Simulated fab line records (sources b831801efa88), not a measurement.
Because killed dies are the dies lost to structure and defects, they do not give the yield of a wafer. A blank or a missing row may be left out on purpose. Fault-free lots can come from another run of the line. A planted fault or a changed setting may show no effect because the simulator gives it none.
fab line records | flow gf180mcu
record: lots: 7 | wafers: 21 | last-day: 34
route steps=602 shown HV_LDD@207
lots that met no fault: from a run of the same line without faults
start-h: start of the lot's first displayed wafer, in hours after the record's first day | wait-h: how many hours have passed since the lot's step before this one | " unchanged from the row above | L1.1+2: several wafers, shown together as one row | - no value, or no start was given | * or withheld: withheld | < > ~ a bound
route shown NAME@n: NAME is a module with steps in the file, n the number in the route of the first one | usual: average and standard deviation across the fault-free wafers | same: alike in all rows | chamber/n: place in a boat | sites: each site's reading | _std_site: how widely they spread, as a standard deviation | _edge_site: mean of outer sites minus mean of inner sites | radius-mm: how far each site lies from the wafer's centre | mask NAME#n: copy n | behind: the most recent tool/chamber to have shaped the wafer | hold: cause of the lot's hold/its duration in hours/its outcome | device: the n, p or np transistor that did not switch | end of line: tests of these same wafers at the route's end | where a step has no rows: the recipe by itself | killed: the dies lost at the first sort to structure and to defects; this is not the yield of the wafer | map: dies across one wafer; x = killed, . = not, _ = none there
set.NAME: the setting as run; set.NAME@STEP: as run at that earlier step | model.NAME: the simulator's own value behind a step, which no gauge read
lots at selected steps of the route; one table per step, one row per wafer
services: the hour from which a tool's chamber was out of use, counted from the record's first day as start-h (under 0 if before that day), plus the number of hours and why
== steps ==
step: GF_HV_LDD_CD_MEAS_31
recipe: target-cd-nm: 400
usual: cd-nm: 399.7/2.5
lot.wafer | tool      | chamber | start-h | wait-h | cd-nm
L324.2    | cd-sem-02 | -       | 306.44  | 0.1    | 400.9
L324.5    | "         | -       | "       | "      | 399.1
L324.6    | "         | -       | "       | "      | 398.9
L330.2    | cd-sem-02 | -       | 344.68  | 0.1    | 400.5
L330.3    | "         | -       | "       | "      | 402.0
L330.6    | "         | -       | "       | "      | 403.0
L333.2    | cd-sem-01 | -       | 380.29  | 0.1    | 398.3
L333.4    | "         | -       | "       | "      | 399.1
L333.6    | "         | -       | "       | "      | 395.8
L335.1    | cd-sem-02 | -       | 397.77  | 0.1    | 400.4
L335.2    | "         | -       | "       | "      | 401.8
L335.5    | "         | -       | "       | "      | 402.8
L337.3    | cd-sem-01 | -       | 398.30  | 0.1    | 403.2
L337.4    | "         | -       | "       | "      | 400.3
L337.6    | "         | -       | "       | "      | 400.5
L339.2    | cd-sem-01 | -       | 427.74  | 0.1    | 398.0
L339.5    | "         | -       | "       | "      | 399.3
L339.6    | "         | -       | "       | "      | 399.6
L341.2    | cd-sem-02 | -       | 440.04  | 0.1    | 400.6
L341.3    | "         | -       | "       | "      | 401.5
L341.4    | "         | -       | "       | "      | 400.2
step: GF_HV_LDD_OVL_MEAS_32
usual: HV_LDD_02_OVL: 0.7/1.3
lot.wafer | tool       | chamber | start-h | wait-h | HV_LDD_02_OVL[nm]
L324.2    | overlay-02 | -       | 306.55  | 0.1    | -0.4
L324.5    | "          | -       | "       | "      | 1.1
L324.6    | "          | -       | "       | "      | 1.2
L330.2    | overlay-02 | -       | 344.78  | 0.1    | 0.7
L330.3    | "          | -       | "       | "      | 0.3
L330.6    | "          | -       | "       | "      | 0.2
L333.2    | overlay-02 | -       | 380.40  | 0.1    | 0.2
L333.4    | "          | -       | "       | "      | 1.0
L333.6    | "          | -       | "       | "      | 1.1
L335.1    | overlay-01 | -       | 397.89  | 0.1    | -0.3
L335.2    | "          | -       | "       | "      | -1.5
L335.5    | "          | -       | "       | "      | 0.2
L337.3    | overlay-01 | -       | 398.39  | 0.1    | 1.5
L337.4    | "          | -       | "       | "      | 0.4
L337.6    | "          | -       | "       | "      | 2.9
L339.2    | overlay-02 | -       | 427.85  | 0.1    | 0.3
L339.5    | "          | -       | "       | "      | 0.7
L339.6    | "          | -       | "       | "      | 0.5
L341.2    | overlay-02 | -       | 440.15  | 0.1    | -1.4
L341.3    | "          | -       | "       | "      | -0.1
L341.4    | "          | -       | "       | "      | 0.7
step: GF_HV_LDD_IMPLANT_33
recipe: species: P | energy-kev: 60 | dose-cm2: 7.5e+12 | tilt-deg: 30 | rotation-deg: 0
step: GF_HV_LDD_IMPLANT_34
recipe: species: P | energy-kev: 60 | dose-cm2: 7.5e+12 | tilt-deg: 30 | rotation-deg: 90
step: GF_HV_LDD_IMPLANT_35
recipe: species: P | energy-kev: 60 | dose-cm2: 7.5e+12 | tilt-deg: 30 | rotation-deg: 180
step: GF_HV_LDD_IMPLANT_36
recipe: species: P | energy-kev: 60 | dose-cm2: 7.5e+12 | tilt-deg: 30 | rotation-deg: 270
step: GF_HV_LDD_STRIP_37
recipe: chemistry: O2/N2 | power-w: 1400 | pressure-mtorr: 1500 | platen-temp-c: 250 | o2-flow-sccm: 3000 | n2-flow-sccm: 300 | overash-fraction: 0.5
usual: drypump-motor-current-A: 5.7/0.35 | heater-power-w: 339/19 | oes-product-au: 0.716/0.0042 | strip-time-to-endpoint-s: 12.64/0.036
lot.wafer | tool            | chamber | start-h | wait-h | drypump-motor-current-A | heater-power-w | oes-product-au | rf-hours-counter-h | strip-time-to-endpoint-s
L324.2    | plasma-asher-03 | 1       | 307.18  | 0.1    | 5.4                     | 341            | 0.713          | 19                 | 12.61
L324.5    | "               | 0       | "       | "      | 6.0                     | 370            | 0.719          | -                  | 12.59
L324.6    | "               | 1       | "       | "      | 5.3                     | 346            | 0.719          | -                  | 12.59
L330.2    | plasma-asher-02 | 0       | 345.41  | 0.1    | 6.2                     | 343            | 0.708          | 58                 | 12.65
L330.3    | "               | 0       | "       | "      | 6.2                     | 337            | 0.714          | -                  | 12.63
L330.6    | "               | 1       | "       | "      | 5.7                     | 325            | 0.713          | -                  | 12.62
L333.2    | plasma-asher-04 | 1       | 381.03  | 0.1    | 5.1                     | 329            | 0.719          | 77                 | 12.64
L333.4    | "               | 1       | "       | "      | 5.1                     | 332            | 0.723          | -                  | 12.64
L333.6    | "               | 0       | "       | "      | 5.8                     | 303            | 0.716          | -                  | 12.63
L335.1    | plasma-asher-02 | 1       | 398.53  | 0.1    | 5.6                     | 327            | 0.712          | 64                 | 12.69
L335.2    | "               | 0       | "       | "      | 6.2                     | 348            | 0.719          | 64                 | 12.68
L335.5    | "               | 1       | "       | "      | 5.6                     | 323            | 0.716          | -                  | 12.68
L337.3    | plasma-asher-03 | 1       | 399.04  | 0.1    | 5.4                     | 333            | 0.718          | -                  | 12.64
L337.4    | "               | 0       | "       | "      | 6.0                     | 364            | 0.716          | -                  | 12.64
L337.6    | "               | 1       | "       | "      | 5.4                     | 342            | 0.712          | -                  | 12.61
L339.2    | plasma-asher-03 | 1       | 428.48  | 0.1    | 5.4                     | 340            | 0.723          | 31                 | 12.61
L339.5    | "               | 1       | "       | "      | 5.4                     | 329            | 0.715          | -                  | 12.58
L339.6    | "               | 0       | "       | "      | 6.0                     | 370            | 0.715          | -                  | 12.59
L341.2    | plasma-asher-04 | 0       | 440.78  | 0.1    | 5.8                     | 312            | 0.716          | 1                  | 12.69
L341.3    | "               | 0       | "       | "      | 5.8                     | 307            | 0.721          | -                  | 12.69
L341.4    | "               | 1       | "       | "      | 5.1                     | 335            | 0.718          | -                  | 12.70
step: GF_HV_LDD_TW_MEAS_38
usual: HV_LDD_3_TW: 1428/16
lot.wafer | tool          | chamber | start-h | wait-h | HV_LDD_3_TW
L324.2    | film-metro-01 | -       | 307.33  | 0.1    | 1457
L324.5    | "             | -       | "       | "      | 1449
L324.6    | "             | -       | "       | "      | 1443
L330.2    | film-metro-01 | -       | 345.52  | 0.1    | 1448
L330.3    | "             | -       | "       | "      | 1442
L330.6    | "             | -       | "       | "      | 1444
L333.2    | film-metro-03 | -       | 381.14  | 0.1    | 1423
L333.4    | "             | -       | "       | "      | 1433
L333.6    | "             | -       | "       | "      | 1432
L335.1    | film-metro-02 | -       | 398.63  | 0.1    | 1413
L335.2    | "             | -       | "       | "      | 1406
L335.5    | "             | -       | "       | "      | 1420
L337.3    | film-metro-03 | -       | 399.13  | 0.1    | 1422
L337.4    | "             | -       | "       | "      | 1424
L337.6    | "             | -       | "       | "      | 1424
L339.2    | film-metro-01 | -       | 428.59  | 0.1    | 1450
L339.5    | "             | -       | "       | "      | 1440
L339.6    | "             | -       | "       | "      | 1445
L341.2    | film-metro-02 | -       | 440.89  | 0.1    | 1414
L341.3    | "             | -       | "       | "      | 1416
L341.4    | "             | -       | "       | "      | 1418
step: GF_HV_LDD_DEHYDRATE_39
recipe: temp-c: 200 | time-s: 60
step: GF_HV_LDD_HMDS_40
recipe: prime-time-s: 60 | prime-temp-c: 120
step: GF_HV_LDD_COAT_41
recipe: resist: NOVOLAK | spin-rpm: 3000 | resist-thk-nm: 1000
step: GF_HV_LDD_SOFTBAKE_42
recipe: temp-c: 90 | time-s: 60 | resist: NOVOLAK
step: GF_HV_LDD_EXPOSE_43
recipe: mask-id: Pplus_HV_AREA | target-cd-nm: 400 | na: 0.6 | source-shape: conventional | sigma-outer: 0.6 | dose-mj: 140
usual: exposure-dose-mJ-cm2: 139.99/0.15 | focus-offset-nm: 0.1/0.53 | reticle-temp-C: 22.99/0.12
lot.wafer | tool             | chamber | start-h | wait-h | mask            | exposure-dose-mJ-cm2 | focus-offset-nm | reticle-temp-C | model.HV_LDD.overlay-x-nm
L324.2    | iline-stepper-01 | 0       | 316.64  | -      | Pplus_HV_AREA#0 | 140.01               | 0.3             | 23.01          | -0.02034
L324.5    | "                | 0       | "       | "      | Pplus_HV_AREA#0 | 140.07               | 1.1             | 23.07          | -0.02034
L324.6    | "                | 0       | "       | "      | Pplus_HV_AREA#0 | 139.96               | -0.1            | 23.12          | -0.02034
L330.2    | iline-stepper-02 | 0       | 356.47  | -      | Pplus_HV_AREA#0 | 139.95               | -0.3            | 22.85          | 0.4824
L330.3    | "                | 0       | "       | "      | Pplus_HV_AREA#0 | 140.23               | 0.0             | 22.94          | 0.4824
L330.6    | "                | 0       | "       | "      | Pplus_HV_AREA#0 | 140.03               | -0.1            | 23.01          | 0.4824
L333.2    | iline-stepper-01 | -       | 392.87  | -      | Pplus_HV_AREA#0 | -                    | -               | -              | -0.3256
L333.4    | "                | -       | "       | "      | Pplus_HV_AREA#0 | -                    | -               | -              | -0.3256
L333.6    | "                | -       | "       | "      | Pplus_HV_AREA#0 | -                    | -               | -              | -0.3256
L335.1    | iline-stepper-02 | -       | 410.30  | -      | Pplus_HV_AREA#0 | -                    | -               | -              | -0.3596
L335.2    | "                | -       | "       | "      | Pplus_HV_AREA#0 | -                    | -               | -              | -0.3596
L335.5    | "                | -       | "       | "      | Pplus_HV_AREA#0 | -                    | -               | -              | -0.3596
L337.3    | iline-stepper-01 | -       | 410.94  | -      | Pplus_HV_AREA#0 | -                    | -               | -              | 0.7829
L337.4    | "                | -       | "       | "      | Pplus_HV_AREA#0 | -                    | -               | -              | 0.7829
L337.6    | "                | -       | "       | "      | Pplus_HV_AREA#0 | -                    | -               | -              | 0.7829
L339.2    | iline-stepper-01 | 0       | 441.20  | -      | Pplus_HV_AREA#0 | 140.00               | -0.4            | 22.87          | -0.6427
L339.5    | "                | 0       | "       | "      | Pplus_HV_AREA#0 | 140.19               | 0.0             | 23.06          | -0.6427
L339.6    | "                | 0       | "       | "      | Pplus_HV_AREA#0 | 140.31               | -0.8            | 23.08          | -0.6427
L341.2    | iline-stepper-02 | 0       | 453.00  | -      | Pplus_HV_AREA#0 | 139.98               | -0.2            | 22.89          | 0.3995
L341.3    | "                | 0       | "       | "      | Pplus_HV_AREA#0 | 140.02               | -0.1            | 22.82          | 0.3995
L341.4    | "                | 0       | "       | "      | Pplus_HV_AREA#0 | 140.00               | 0.0             | 22.81          | 0.3995
step: GF_HV_LDD_PEB_44
recipe: temp-c: withheld | time-s: * | resist: NOVOLAK
== services ==
tool             | chamber | start-h | hours | kind
plasma-asher-04  | -       | 293.83  | 0.4   | repair
iline-stepper-01 | -       | 303.93  | 4.4   | pm
iline-stepper-01 | 0       | 318.69  | -     | calibration
iline-stepper-02 | 0       | 330.21  | -     | calibration
iline-stepper-01 | -       | 340.40  | 1.7   | pm
plasma-asher-03  | -       | 362.47  | 0.9   | repair
plasma-asher-02  | -       | 401.81  | 0.3   | repair
plasma-asher-04  | -       | 421.25  | 9.0   | pm
plasma-asher-04  | 0       | 421.25  | 9.0   | vent-cycle
plasma-asher-04  | 1       | 421.25  | 9.0   | vent-cycle
plasma-asher-04  | 0       | 430.25  | -     | clean
plasma-asher-04  | 1       | 430.25  | -     | clean
iline-stepper-02 | -       | 450.01  | 1.7   | pm
== key ==
first-sign: step: GF_HV_LDD_EXPOSE_43 | reading: tool-record | direction: missing
effect none on later readings
model-effect: step: GF_HV_LDD_EXPOSE_43 | value: HV_LDD.overlay-x-nm | without: 0.009795 | struck: 0.03255
met-at GF_HV_LDD_EXPOSE_43
struck-wafers L333.2,L333.4,L333.6,L335.1,L335.2,L335.5,L337.3,L337.4,L337.6
later-rows-left-out L333.2,L333.4,L333.6,L335.1,L335.2,L335.5,L337.3,L337.4,L337.6
sort-left-out L333.2,L333.4,L333.6,L335.1,L335.2,L335.5,L337.3,L337.4,L337.6
tester-left-out L333,L335,L337
onset-between 356.47 392.87
fault: kind: skipped-step-whole | tool: iline-stepper-01,iline-stepper-02 | chamber: - | onset-h: 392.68 | steps: GF_HV_LDD_EXPOSE_43 | scope: struck-lots-only
tester-left-out: of these lots the tester's yield and bins aren't shown, on N5 and GAA mostly nor the transistor test; their killed dies are dies lost to structure and defects alone, not to doping, threshold or leakage, so they don't give the yield
sort-left-out: the simulated sort isn't trusted on such a fault, so these wafers' sort isn't shown, and their yield isn't known
later-rows-left-out: the simulator's readings of these wafers behind a module that went badly wrong aren't trusted and aren't shown, but for the sort
